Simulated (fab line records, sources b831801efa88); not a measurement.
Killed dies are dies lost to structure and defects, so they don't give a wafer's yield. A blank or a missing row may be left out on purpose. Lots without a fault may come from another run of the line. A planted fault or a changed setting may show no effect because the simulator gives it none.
One fault seen from 2 desks | flow gf180mcu | each desk has only its own numbers; what lay behind them comes last

THE TOOL OWNER'S DESK: hdpcvd-01
The tool's own readings at GF_V2_CVD_00 (deposits SiO2, target thk 600 nm, time 100 s): means of the sampled wafers that have a number, for each lot that ran on this tool. A lot is out of limits, marked OUT, if its mean lies more than 4 standard deviations from the usual mean; the brackets give that distance.
Columns: A = sih4_flow_sccm at GF_V2_CVD_00, usual 60.00 sccm
lot  | first seen here | A
L828 | day 19 13:34    | 59.95
L830 | day 20 03:07    | 59.91
L831 | day 20 12:41    | 59.90
L832 | day 20 23:52    | 59.85
L838 | day 23 05:34    | 56.02 (-22) OUT
L839 | day 23 12:38    | 56.05 (-22) OUT
L847 | day 26 11:41    | 60.31
This desk's finding: out of limits on L838, L839; first on L838, day 23 05:34 (sih4_flow_sccm at GF_V2_CVD_00). In limits: L828, L830, L831, L832, L847.

THE METROLOGY DESK
What the gauges read, lot by lot, whatever tool the lot ran on: means of the sampled wafers that have a number. A lot is out of limits, marked OUT, if its mean lies more than 4 standard deviations from the usual mean; the brackets give that distance.
Columns: A = M2_ALCU_THK at GF_M2_THK_MEAS_06, usual 440 nm; B = V2_CVD_00_THK at GF_V2_THK_MEAS_01, usual 601 nm
lot  | first seen here | A   | B
L827 | day 18 05:38    | 433 | 597
L828 | day 18 12:25    | 435 | 608
L830 | day 19 02:03    | 453 | 603
L831 | day 19 12:00    | 442 | 598
L832 | day 19 22:59    | 440 | 606
L834 | day 20 18:27    | 436 | 597
L838 | day 22 06:44    | 439 | 567 (-4.7) OUT
L839 | day 22 13:10    | 445 | 567 (-4.7) OUT
L844 | day 24 18:13    | 437 | 601
L848 | day 25 13:38    | 439 | 592
L847 | day 25 13:43    | 441 | 606
L849 | day 25 23:18    | 437 | 602
L850 | day 26 08:25    | 439 | 597
This desk's finding: out of limits on L838, L839; first on L838, day 23 05:39 (V2_CVD_00_THK at GF_V2_THK_MEAS_01). In limits: L827, L828, L830, L831, L832, L834, L844, L848, L847, L849, L850.

PUT TOGETHER
The tool owner's desk could have raised an alarm at day 23 05:34, on L838, L839.
The metrology desk could have raised an alarm at day 23 05:39, on L838, L839.
Of the lots named, all ran GF_V2_CVD_00 on hdpcvd-01.

WHAT THE SIMULATOR HAD PUT IN
Process parameter drift: hdpcvd-01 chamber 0, from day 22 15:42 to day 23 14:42, at GF_V2_CVD_00. Setting sih4_flow_sccm, moved by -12, from 60. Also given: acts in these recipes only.
Lots struck among those shown: L838, L839.
Hours from the fault's start to each desk's first reading out of limits: the tool owner's desk, 14; the metrology desk, 14.
